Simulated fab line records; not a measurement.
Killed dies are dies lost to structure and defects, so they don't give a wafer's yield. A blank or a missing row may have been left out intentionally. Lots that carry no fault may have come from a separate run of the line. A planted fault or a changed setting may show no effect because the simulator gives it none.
Matching of chambers ; flow gf180mcu ; 4 sister chambers for GF_V1_CMP_04 on cmp-02
The step polishes SiO2. 8 wafers are shown with their chamber, then 7 later ones without.

## WAFERS, EACH WITH ITS CHAMBER
wafer;chamber;motor_current_A (A);time_to_endpoint_s (s)
L742.6;1;11.4;80
L745.6;0;14.0;84
L747.2;1;11.1;83
L758.3;2;13.1;69
L758.5;2;12.5;74
L758.6;3;10.4;72
L759.1;3;10.7;80
L759.2;0;14.6;75

## WAFERS WITHOUT THEIR CHAMBER
wafer;motor_current_A (A);time_to_endpoint_s (s)
L759.6;10.4;81
L761.2;11.2;70
L761.3;13.2;79
L761.4;12.6;74
L762.1;10.3;82
L762.5;11.2;82
L762.6;12.9;80

## CHAMBER TAKEN BY EACH
wafer;from the rows above;in truth
L759.6;can't be placed: 3 or 1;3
L761.2;can't be placed: 3 or 1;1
L761.3;can't be placed: 2 or 0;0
L761.4;2;2
L762.1;can't be placed: 3 or 1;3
L762.5;1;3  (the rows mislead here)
L762.6;2;2
Correct placement for 2 of the 7. From these rows, 4 cannot be placed; in 4 the true chamber is one of the candidates. Placed wrongly: 1.
How it was worked out, from the rows above alone: a wafer's distance from a chamber is the root of the sum, over the readings, of the square of ((its reading less the chamber's mean) divided by the reading's scatter). If the next closest chamber is less than 2 further off than the closest, the wafer can't be placed; otherwise it belongs to the closest. For every chamber, the mean is computed from those of its wafers that are shown. The scatter: take each reading less its chamber's mean, square it, sum over the shown wafers, divide by the number of wafers less the number of chambers, and take the root.
